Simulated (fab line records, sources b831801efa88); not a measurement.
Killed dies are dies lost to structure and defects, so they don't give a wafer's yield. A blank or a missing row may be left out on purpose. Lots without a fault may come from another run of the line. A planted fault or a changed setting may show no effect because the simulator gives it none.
fab line records | flow sky130
record lots=6 wafers=18 last_day=50
route steps=708 shown POLY_GATE@222 PAD_OPEN@708
lots that met no fault: from a run of the same line without faults
start_h: hours from the record's first day to the start of the lot's first wafer shown | wait_h: hours since the lot's step before | " the same as in the row above | L1.1+2: a row that stands for several wafers | - no value, or no start given | * or withheld: withheld | < > ~ a bound
route shown NAME@n: a module of which the file shows steps, and the number in the route of the first | usual: mean/standard deviation of fault-free wafers | same: alike in all rows | chamber/n: place in a boat | sites: the reading at each site | _std_site: their standard deviation | _edge_site: outer sites' mean less inner sites' | radius_mm: how far each site lies from the wafer's centre | mask NAME#n: copy n | behind: the tool/chamber that last shaped the wafer | hold: why the lot was held/for how many hours/how that ended | device: the transistor (n, p or np) that didn't switch | end of line: the same wafers' tests at the end of the route | a step without rows: its recipe alone | killed: dies lost to structure and defects at the first sort, not the wafer's yield | map: a wafer's dies, x killed, . not, _ none there
set.NAME: the setting as run; set.NAME@STEP: as run at that earlier step | model.NAME: the simulator's own value behind a step, which no gauge read
lots at some steps of the route; a table a step, a row a wafer
services: from which hour (start_h, from the record's first day; less than 0 if before it) a tool's chamber was out of use, for how many hours, and why
## steps
# step SKY_POLY_GATE_COAT_08
# recipe resist=KrF-thick spin_rpm=3000 resist_thk_nm=450
# step SKY_POLY_GATE_SOFTBAKE_09
# recipe temp_c=100 time_s=90 resist=KrF-thick
# step SKY_POLY_GATE_EXPOSE_10
# recipe mask_id=P1M na=0.68 source_shape=conventional sigma_outer=0.6 target_cd_nm=150 dose_mj=28
# step SKY_POLY_GATE_PEB_11
# recipe peb_temp_c=withheld peb_time_s=withheld resist=KrF-thick
# step SKY_POLY_GATE_DEVELOP_12
# recipe develop_time_s=60 resist=KrF-thick dev_temp_c=21
# step SKY_POLY_GATE_CD_MEAS_13
# recipe target_cd_nm=150
# usual cd_nm=149.9/1.3
# columns lot.wafer tool chamber start_h wait_h cd_nm
L519.2 cd_sem-02 - 385.39 - 150.4
L519.3 " - " " 150.7
L519.6 " - " " 151.3
L524.1 cd_sem-01 - 454.72 - 149.7
L524.3 " - " " 150.5
L524.4 " - " " 150.1
L532.2 cd_sem-02 - 513.24 - 150.0
L532.4 " - " " 150.6
L532.5 " - " " 150.4
L534.1 cd_sem-01 - 528.54 - 148.2
L534.2 " - " " 147.4
L534.6 " - " " 147.5
L537.1 cd_sem-01 - 546.67 - 151.5
L537.2 " - " " 152.3
L537.5 " - " " 150.8
L539.1 cd_sem-02 - 567.09 - 151.1
L539.4 " - " " 150.2
L539.6 " - " " 150.1
# step SKY_POLY_GATE_OVL_MEAS_14
# usual POLY_GATE_OVL=-5/4.8
# columns lot.wafer tool chamber start_h wait_h POLY_GATE_OVL[nm]
L519.2 overlay-02 - 385.49 0.1 -8
L519.3 " - " " 0
L519.6 " - " " -6
L524.1 overlay-02 - 454.84 0.1 -4
L524.3 " - " " -2
L524.4 " - " " -11
L532.2 overlay-02 - 513.34 0.1 2
L532.4 " - " " -2
L532.5 " - " " 5
L534.1 overlay-01 - 528.66 0.1 -7
L534.2 " - " " 0
L534.6 " - " " 7
L537.1 overlay-02 - 546.79 0.1 -11
L537.2 " - " " -9
L537.5 " - " " -7
L539.1 overlay-02 - 567.21 0.1 -15
L539.4 " - " " -8
L539.6 " - " " -5
# step SKY_POLY_GATE_ETCH_15
# recipe chemistry=N2/H2 target=BARC ion_energy_ev=200 source_w=500 bias_w=100 pressure_mtorr=30 n2_flow_sccm=100 h2_flow_sccm=200 stop_on=SiO2 time_s=118.5 target_depth_a=1100
# usual drypump_motor_current_A=5.8/0.46 oes_product_au=0.716/0.0047 throttle_valve_pct=13.213/0.0095
# same time_s=118.5
# columns lot.wafer tool chamber start_h wait_h drypump_motor_current_A oes_product_au rf_hours_counter_h throttle_valve_pct
L519.2 rie_diel-01 2 385.52 0.0 5.5 0.717 9 13.208
L519.3 " 0 " " 6.5 0.715 2 13.223
L519.6 " 3 " " 4.8 0.714 - 13.209
L524.1 rie_diel-02 0 454.87 0.0 5.8 0.718 6 13.211
L524.3 " 3 " " 6.1 0.721 63 13.205
L524.4 " 3 " " 6.1 0.718 - 13.208
L532.2 rie_diel-02 1 513.37 0.0 5.5 0.713 12 13.202
L532.4 " 2 " " 5.9 0.705 84 13.233
L532.5 " 1 " " 5.5 0.712 - 13.222
L534.1 rie_diel-03 2 528.69 0.0 6.3 0.710 10 13.213
L534.2 " 3 " " 6.0 0.711 16 13.218
L534.6 " 3 " " 6.0 0.725 - 13.226
L537.1 rie_diel-03 1 546.82 0.0 4.8 0.710 11 13.193
L537.2 " 2 " " 6.4 0.718 11 13.200
L537.5 " 0 " " 6.0 0.714 - 13.214
L539.1 rie_diel-02 2 567.24 0.0 5.9 0.724 1 13.214
L539.4 " 1 " " 5.5 0.718 14 13.207
L539.6 " 1 " " 5.5 0.711 - 13.219
# step SKY_POLY_GATE_ETCH_16
# recipe stop_on=poly-Si chemistry=CH3F/O2 target=Si3N4 source_w=400 bias_w=80 pressure_mtorr=25 ch3f_flow_sccm=40 O2_flow_sccm=30 time_s=147.5 target_depth_a=750
# usual drypump_motor_current_A=5.8/0.46 oes_product_au=0.640/0.005 throttle_valve_pct=10.535/0.0092
# same time_s=147.5
# columns lot.wafer tool chamber start_h wait_h drypump_motor_current_A oes_product_au rf_hours_counter_h throttle_valve_pct
L519.2 rie_diel-01 2 385.61 0.0 5.5 0.641 9 10.552
L519.3 " 0 " " 6.4 0.641 2 10.537
L519.6 " 3 " " 4.8 0.653 - 10.522
L524.1 rie_diel-02 0 454.96 0.0 5.8 0.637 6 10.511
L524.3 " 3 " " 6.2 0.641 63 10.541
L524.4 " 3 " " 6.1 0.643 - 10.532
L532.2 rie_diel-02 1 513.45 0.0 5.4 0.645 12 10.535
L532.4 " 2 " " 5.9 0.633 84 10.535
L532.5 " 1 " " 5.5 0.647 - 10.541
L534.1 rie_diel-03 2 528.78 0.0 6.4 0.640 10 10.534
L534.2 " 3 " " 5.9 0.622 16 10.542
L534.6 " 3 " " 6.0 0.633 - 10.529
L537.1 rie_diel-03 1 546.90 0.0 4.8 0.637 11 10.520
L537.2 " 2 " " 6.4 0.632 11 10.535
L537.5 " 0 " " 6.0 0.644 - 10.533
L539.1 rie_diel-02 2 567.33 0.0 5.8 0.640 1 10.543
L539.4 " 1 " " 5.5 0.638 14 10.531
L539.6 " 1 " " 5.5 0.650 - 10.532
# step SKY_POLY_GATE_ETCH_17
# recipe target_depth_nm=180 stop_on=SiO2 over_etch_frac=0.56667 chemistry=HBr/Cl2 target=poly-Si icp_w=400 bias_w=100 pressure_mtorr=10 HBr_flow_sccm=150 Cl2_flow_sccm=50 time_s=70.5
# usual drypump_motor_current_A=5.6/0.58 he_backside_leak_sccm=2.7/0.36 oes_product_au=0.989/0.0067 throttle_valve_pct=33.684/0.009
# same time_s=70.5
# columns lot.wafer tool chamber start_h wait_h drypump_motor_current_A he_backside_leak_sccm oes_product_au rf_hours_counter_h throttle_valve_pct
L519.2 rie_si-01 2 385.70 0.0 5.6 2.8 0.989 39 33.678
L519.3 " 3 " " 6.0 2.9 0.987 3 33.674
L519.6 " 3 " " 6.0 3.0 0.988 - 33.682
L524.1 rie_si-01 3 455.05 0.0 6.0 2.9 0.996 3 33.704
L524.3 " 1 " " 6.0 3.0 0.982 4 33.692
L524.4 " 0 " " 5.7 2.8 0.982 2 33.677
L532.2 rie_si-02 2 513.55 0.0 5.3 2.6 0.980 1 33.684
L532.4 " 0 " " 4.7 2.3 0.983 1 33.687
L532.5 " 2 " " 5.4 2.6 0.981 - 33.678
L534.1 rie_si-02 1 528.88 0.0 5.0 2.3 0.985 1 33.685
L534.2 " 0 " " 4.7 2.2 0.988 1 33.682
L534.6 " 2 " " 5.4 2.5 0.980 - 33.675
L537.1 rie_si-01 2 547.00 0.0 5.6 2.7 0.985 40 33.700
L537.2 " 0 " " 5.7 2.6 0.979 3 33.667
L537.5 " 3 " " 6.0 2.7 0.990 - 33.671
L539.1 rie_si-01 1 567.43 0.0 6.0 2.9 0.990 4 33.686
L539.4 " 2 " " 5.6 2.7 0.980 40 33.682
L539.6 " 1 " " 6.0 2.8 0.989 - 33.682
# step SKY_POLY_GATE_STRIP_18
# recipe chemistry=O2/N2 power_w=1400 pressure_mtorr=1500 platen_temp_c=withheld o2_flow_sccm=3000 n2_flow_sccm=300 overash_fraction=0.5
# usual drypump_motor_current_A=5.7/0.44 oes_product_au=0.361/0.0045 strip_time_to_endpoint_s=3.16/0.034
# columns lot.wafer tool chamber start_h wait_h drypump_motor_current_A oes_product_au rf_hours_counter_h strip_time_to_endpoint_s
L519.2 plasma_asher-03 1 385.76 0.0 5.4 0.360 68 3.21
L519.3 " 1 " " 5.4 0.367 - 3.16
L519.6 " 1 " " 5.4 0.370 - 3.15
L524.1 plasma_asher-01 1 455.11 0.0 6.0 0.364 32 3.14
L524.3 " 1 " " 5.9 0.362 - 3.19
L524.4 " 0 " " 5.1 0.367 - 3.19
L532.2 plasma_asher-03 0 513.61 0.0 5.4 0.359 8 3.15
L532.4 " 0 " " 5.4 0.360 - 3.17
L532.5 " 1 " " 5.4 0.358 - 3.14
L534.1 plasma_asher-02 1 528.93 0.0 5.9 0.359 66 3.19
L534.2 " 0 " " 6.4 0.361 66 3.20
L534.6 " 0 " " 6.4 0.371 - 3.20
L537.1 plasma_asher-03 1 547.06 0.0 5.4 0.355 11 3.17
L537.2 " 0 " " 5.4 0.357 11 3.17
L537.5 " 0 " " 5.4 0.363 - 3.14
L539.1 plasma_asher-03 0 567.48 0.0 5.4 0.360 14 3.21
L539.4 " 1 " " 5.4 0.368 - 3.19
L539.6 " 1 " " 5.4 0.366 - 3.17
# step SKY_POLY_GATE_CLEAN_19
# recipe chemistry=SC1/SC2 mix=1:4:20 temp_c=70 time_s=150 dry=n2_spin
# step SKY_POLY_GATE_OXIDATION_20
# recipe temp_c=850 ambient=O2 stabilise_s=600 purge_s=300 target_thk_a=40 ox_time_s=899
# usual spike_tc_bottom_C=867.2/2.6 spike_tc_centre_C=850.6/1.2 spike_tc_lower_C=850.8/1.2 spike_tc_top_C=861.5/2.6 spike_tc_upper_C=848.6/1 tube_center_temp_C=850/0.083 tube_center_temp_C_max=852.2/0.33 zone_power_centre_pct=16.0/0.32 zone_power_top_pct=30/4.2
# columns lot.wafer tool chamber start_h wait_h spike_tc_bottom_C spike_tc_centre_C spike_tc_lower_C spike_tc_top_C spike_tc_upper_C tube_center_temp_C tube_center_temp_C_max zone_power_centre_pct zone_power_top_pct model.SiO2_of_POLY_GATE_OXIDATION_20.thk_nm
L519.2 furnace-01 0 393.15 7.2 865.1 850.9 851.0 858.8 848.4 850.09 852.2 16.1 26 3.874
L519.3 " 0 " " 864.1 851.5 851.0 858.8 849.4 850.07 852.4 16.6 26 3.975
L519.6 " 0 " " 865.2 850.1 850.2 860.6 847.4 850.11 852.1 16.0 26 3.896
L524.1 furnace-02 0 455.62 0.4 869.8 852.2 852.8 862.8 848.3 850.17 852.1 15.8 35 4.023
L524.3 " 0 " " 871.1 851.0 851.2 864.0 850.2 849.98 852.6 15.9 35 3.997
L524.4 " 0 " " 870.2 849.5 852.4 864.5 849.6 849.83 852.3 15.7 35 4.005
L532.2 furnace-02 0 513.76 0.0 876.8 860.2 860.7 873.6 858.0 859.26 861.6 16.1 36 4.507
L532.4 " 0 " " 878.6 860.3 861.7 874.9 857.6 859.29 861.4 15.9 35 4.433
L532.5 " 0 " " 879.6 857.9 861.1 873.7 857.8 859.14 861.7 16.1 36 4.438
L534.1 furnace-02 0 529.08 0.0 877.8 858.1 860.8 873.5 857.1 859.18 861.1 16.1 36 4.539
L534.2 " 0 " " 879.5 857.0 861.0 874.1 858.5 859.28 861.9 16.1 35 4.575
L534.6 " 0 " " 880.3 858.6 860.4 875.0 857.2 859.13 861.7 15.7 35 4.533
L537.1 furnace-01 0 547.21 0.0 864.2 850.9 852.8 857.9 848.7 850.06 852.3 16.5 27 4.033
L537.2 " 0 " " 865.8 848.2 850.0 858.9 849.2 849.89 852.3 16.2 26 4.074
L537.5 " 0 " " 865.3 850.4 851.6 859.7 849.9 850.13 852.2 15.9 26 3.966
L539.1 furnace-01 0 567.63 0.0 864.8 851.6 848.5 859.6 848.2 850.09 852.5 16.1 26 4.011
L539.4 " 0 " " 866.3 851.5 850.4 859.2 850.5 849.94 852.0 16.3 26 3.951
L539.6 " 0 " " 865.6 852.1 850.3 859.5 849.3 849.93 851.8 16.2 26 3.986
# step SKY_POLY_GATE_THK_MEAS_21
# recipe reads=SiO2_of_POLY_GATE_OXIDATION_20
# usual POLY_GATE_OXIDATION_THK=4.00/0.072
# columns lot.wafer tool chamber start_h wait_h POLY_GATE_OXIDATION_THK[nm]
L519.2 film_metro-03 - 394.41 0.0 3.88
L519.3 " - " " 4.00
L519.6 " - " " 3.95
L524.1 film_metro-04 - 456.87 0.0 4.00
L524.3 " - " " 3.95
L524.4 " - " " 4.01
L532.2 film_metro-02 - 515.02 0.0 4.52
L532.4 " - " " 4.41
L532.5 " - " " 4.43
L534.1 film_metro-04 - 530.33 0.0 4.53
L534.2 " - " " 4.58
L534.6 " - " " 4.58
L537.1 film_metro-02 - 548.46 0.0 4.04
L537.2 " - " " 4.09
L537.5 " - " " 3.99
L539.1 film_metro-02 - 568.88 0.0 4.06
L539.4 " - " " 3.95
L539.6 " - " " 3.97
# step SKY_POLY_GATE_CD_MEAS_22
# usual cd_nm=150.2/2.1
# columns lot.wafer tool chamber start_h wait_h cd_nm
L519.2 cd_sem-01 - 394.49 0.1 151.7
L519.3 " - " " 150.8
L519.6 " - " " 151.8
L524.1 cd_sem-01 - 456.93 0.1 149.6
L524.3 " - " " 151.9
L524.4 " - " " 148.9
L532.2 cd_sem-01 - 515.10 0.1 149.0
L532.4 " - " " 150.8
L532.5 " - " " 148.9
L534.1 cd_sem-02 - 530.39 0.1 148.3
L534.2 " - " " 148.2
L534.6 " - " " 146.7
L537.1 cd_sem-02 - 548.52 0.1 154.6
L537.2 " - " " 152.0
L537.5 " - " " 151.8
L539.1 cd_sem-01 - 569.04 0.1 151.3
L539.4 " - " " 149.1
L539.6 " - " " 151.1
# step SKY_PAD_OPEN_PROBE_99
# usual killed_at_M0_to_M3=44/8.6 killed_at_M4_up=3.4/1.9 killed_at_contacts=23/5.7 killed_at_front_end=15/4.5 killed_at_other=0.4/0.62 killed_dies=86/11 killed_open=46/7.6 killed_short=39/6.3
# same gross_dies=492 killed_at_back_side=0
# columns lot.wafer tool chamber start_h wait_h killed_at_M0_to_M3 killed_at_M4_up killed_at_contacts killed_at_front_end killed_at_other killed_dies killed_open killed_short model.etest.tip_n.rs_ohm_sq
L519.2 prober-02 - 1095.41 0.1 60 7 18 21 0 106 51 55 446.1
L519.3 prober-02 - 1095.46 0.2 51 4 17 13 3 88 43 42 445.6
L519.6 prober-02 - 1095.61 0.2 54 5 17 15 0 91 51 39 446.4
L524.1 prober-01 - 1138.46 0.1 48 4 13 15 0 80 37 42 444.6
L524.3 prober-01 - 1138.56 0.2 55 2 20 14 0 91 49 42 443.2
L524.4 prober-01 - 1138.61 0.2 37 1 18 12 0 68 42 25 445.7
L532.2 prober-01 - 1176.69 0.1 58 5 22 17 1 103 50 51 456.8
L532.4 prober-01 - 1176.79 0.2 31 2 22 16 1 72 31 41 451.8
L532.5 prober-01 - 1176.84 0.2 31 2 28 14 0 75 43 32 450.5
L534.1 prober-01 - 1180.14 0.1 61 2 24 13 0 100 49 51 452.6
L534.2 prober-01 - 1180.19 0.1 61 3 28 20 0 112 66 46 452.7
L534.6 prober-01 - 1180.39 0.2 30 7 19 20 1 77 44 33 449.8
L537.1 prober-02 - 1190.71 0.1 49 5 25 18 0 97 50 45 445.6
L537.2 prober-02 - 1190.76 0.1 32 1 31 14 0 78 41 36 445.9
L537.5 prober-02 - 1190.91 0.2 31 3 25 18 0 77 40 36 446.2
L539.1 prober-02 - 1200.79 0.1 42 1 36 14 0 93 48 45 447.8
L539.4 prober-02 - 1200.94 0.2 45 5 19 22 1 92 48 43 445.2
L539.6 prober-02 - 1201.04 0.2 47 1 23 13 0 84 53 30 443.6
# killed by level:class
L519.2 VIA2:geometric_particle:open=15 VIA1:geometric_particle:open=12 POLY_GATE:geometric_particle:short=7 METAL1:geometric_particle:short=7 CONTACT:geometric_particle:open=6 VIA3:geometric_particle:short=6 VIA1:geometric_particle:short=6 METAL2:geometric_particle:short=6
L519.3 VIA2:geometric_particle:open=10 VIA1:geometric_particle:open=8 METAL2:geometric_particle:short=7 VIA3:geometric_particle:open=7 POLY_GATE:geometric_particle:short=5 METAL1:geometric_particle:short=5 FIELD_ISO:geometric_particle:open=4 LOCAL_INTERCONNECT:geometric_particle:short=4
L519.6 VIA1:geometric_particle:open=19 METAL2:geometric_particle:short=9 LI_CONTACT:geometric_particle:open=7 VIA1:geometric_particle:short=6 CONTACT:geometric_particle:open=6 VIA2:geometric_particle:open=6 FIELD_ISO:geometric_particle:short=4 METAL1:geometric_particle:short=4
L524.1 VIA1:geometric_particle:open=9 VIA2:geometric_particle:open=9 VIA3:geometric_particle:open=7 VIA1:geometric_particle:short=7 FIELD_ISO:geometric_particle:short=6 METAL1:geometric_particle:short=5 VIA3:geometric_particle:short=4 METAL4:geometric_particle:short=4
L524.3 VIA1:geometric_particle:open=12 VIA2:geometric_particle:open=8 CONTACT:geometric_particle:short=7 VIA3:geometric_particle:open=7 POLY_GATE:geometric_particle:open=6 CONTACT:geometric_particle:open=6 VIA2:geometric_particle:short=6 VIA1:geometric_particle:short=6
L524.4 VIA1:geometric_particle:open=14 CONTACT:geometric_particle:open=8 VIA2:geometric_particle:open=6 FIELD_ISO:geometric_particle:open=4 LI_CONTACT:geometric_particle:open=4 METAL2:geometric_particle:short=4 METAL1:geometric_particle:short=4 VIA3:geometric_particle:open=4
L532.2 VIA1:geometric_particle:open=13 LI_CONTACT:geometric_particle:open=8 METAL1:geometric_particle:short=8 VIA2:geometric_particle:open=7 FIELD_ISO:geometric_particle:short=6 METAL2:geometric_particle:short=6 CONTACT:geometric_particle:open=5 VIA1:geometric_particle:short=5
L532.4 LI_CONTACT:geometric_particle:open=7 METAL1:geometric_particle:short=7 LI_CONTACT:geometric_particle:short=5 VIA1:geometric_particle:open=5 CONTACT:geometric_particle:short=5 FIELD_ISO:geometric_particle:short=4 METAL3:geometric_particle:short=4 CONTACT:geometric_particle:open=4
L532.5 CONTACT:geometric_particle:open=11 LI_CONTACT:geometric_particle:open=7 VIA3:geometric_particle:open=6 CONTACT:geometric_particle:short=6 METAL3:geometric_particle:short=5 POLY_GATE:geometric_particle:open=4 METAL2:geometric_particle:short=4 VIA2:geometric_particle:open=4
L534.1 VIA3:geometric_particle:open=12 METAL1:geometric_particle:short=8 VIA1:geometric_particle:open=8 LI_CONTACT:geometric_particle:open=7 METAL2:geometric_particle:short=6 VIA1:geometric_particle:short=6 CONTACT:geometric_particle:open=5 METAL3:geometric_particle:short=5
L534.2 VIA1:geometric_particle:open=20 CONTACT:geometric_particle:open=15 VIA2:geometric_particle:open=9 VIA3:geometric_particle:open=8 VIA2:geometric_particle:short=6 FIELD_ISO:geometric_particle:open=5 POLY_GATE:geometric_particle:open=5 LI_CONTACT:geometric_particle:short=5
L534.6 VIA2:geometric_particle:open=11 CONTACT:geometric_particle:open=9 CONTACT:geometric_particle:short=7 POLY_GATE:geometric_particle:open=5 METAL2:geometric_particle:short=5 FIELD_ISO:geometric_particle:open=4 FIELD_ISO:geometric_particle:short=4 METAL4:geometric_particle:short=4
L537.1 VIA2:geometric_particle:open=9 METAL1:geometric_particle:short=9 LI_CONTACT:geometric_particle:open=8 CONTACT:geometric_particle:open=7 VIA1:geometric_particle:open=6 POLY_GATE:geometric_particle:short=5 VIA1:geometric_particle:short=5 VIA3:geometric_particle:open=5
L537.2 CONTACT:geometric_particle:open=11 VIA1:geometric_particle:open=10 METAL1:geometric_particle:short=9 LI_CONTACT:geometric_particle:open=8 CONTACT:geometric_particle:short=7 FIELD_ISO:geometric_particle:open=4 POLY_GATE:geometric_particle:short=4 LI_CONTACT:geometric_particle:short=3
L537.5 POLY_GATE:geometric_particle:short=7 LI_CONTACT:geometric_particle:open=7 CONTACT:geometric_particle:open=7 VIA2:geometric_particle:open=7 VIA1:geometric_particle:open=7 CONTACT:geometric_particle:short=5 METAL1:geometric_particle:short=5 FIELD_ISO:geometric_particle:short=4
L539.1 LI_CONTACT:geometric_particle:open=9 CONTACT:geometric_particle:open=9 LOCAL_INTERCONNECT:geometric_particle:short=7 VIA2:geometric_particle:open=7 VIA1:geometric_particle:short=7 CONTACT:geometric_particle:short=6 VIA1:geometric_particle:open=5 VIA3:geometric_particle:open=5
L539.4 FIELD_ISO:geometric_particle:open=9 LI_CONTACT:geometric_particle:open=8 VIA1:geometric_particle:open=8 METAL1:geometric_particle:short=7 CONTACT:geometric_particle:open=6 VIA1:geometric_particle:short=6 VIA2:geometric_particle:open=6 METAL4:geometric_particle:short=5
L539.6 VIA1:geometric_particle:open=12 CONTACT:geometric_particle:open=9 VIA2:geometric_particle:open=9 LI_CONTACT:geometric_particle:open=8 VIA1:geometric_particle:short=6 POLY_GATE:geometric_particle:open=5 METAL1:geometric_particle:short=4 VIA3:geometric_particle:open=4
## services
# columns tool chamber start_h hours kind
rie_diel-01 - 369.68 2.5 repair
rie_si-02 0 391.91 8.0 repair
furnace-01 - 397.16 11.7 pm
rie_diel-01 0 408.63 13.0 repair
furnace-02 - 409.61 3.5 pm
rie_diel-02 3 412.81 5.5 repair
plasma_asher-03 - 421.25 9.0 pm
plasma_asher-03 - 431.08 2.7 repair
rie_diel-02 - 437.88 0.3 repair
rie_diel-02 0 443.66 4.8 repair
rie_diel-01 2 444.66 8.8 repair
rie_diel-03 0 445.46 9.3 repair
rie_diel-01 - 447.01 1.8 repair
rie_diel-02 2 454.26 4.1 repair
rie_si-01 3 463.21 3.3 repair
rie_si-01 - 470.57 14.6 pm
rie_diel-01 3 482.67 8.0 repair
furnace-01 - 487.70 2.9 pm
rie_si-02 - 508.92 2.8 pm
rie_diel-01 3 530.75 10.5 repair
rie_diel-02 0 534.37 2.1 repair
rie_diel-02 - 541.70 0.3 repair
rie_diel-01 - 544.24 28.1 pm
furnace-02 - 567.52 4.1 pm
## key
first_sign step=SKY_POLY_GATE_OXIDATION_20 reading=tube_center_temp_C direction=up sigmas=99+ usual=* struck=*
effect step=SKY_POLY_GATE_OXIDATION_20 reading=tube_center_temp_C_max direction=up sigmas=29 usual=* struck=*
effect step=SKY_POLY_GATE_THK_MEAS_21 reading=POLY_GATE_OXIDATION_THK direction=up sigmas=7 usual=4.00 struck=4.51
model_effect step=SKY_POLY_GATE_OXIDATION_20 value=SiO2_of_POLY_GATE_OXIDATION_20.thk_nm without=4.015 struck=4.504
model_effect step=SKY_PAD_OPEN_PROBE_99 value=etest.tip_n.rs_ohm_sq without=443.8 struck=452.4
met_at SKY_POLY_GATE_OXIDATION_20
struck_wafers L532.2,L532.4,L532.5,L534.1,L534.2,L534.6
tester_left_out L532,L534
onset_between 455.62 513.76
fault kind=process_parameter_drift tool=furnace-02 chamber=- onset_h=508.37 steps=SKY_POLY_GATE_OXIDATION_20 channel=temp_c offset=* shape=step end_h=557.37 acts_in=* stated=*
# tester_left_out: of these lots the tester's yield and bins aren't shown, on N5 and GAA mostly nor the transistor test; their killed dies are dies lost to structure and defects alone, not to doping, threshold or leakage, so they don't give the yield
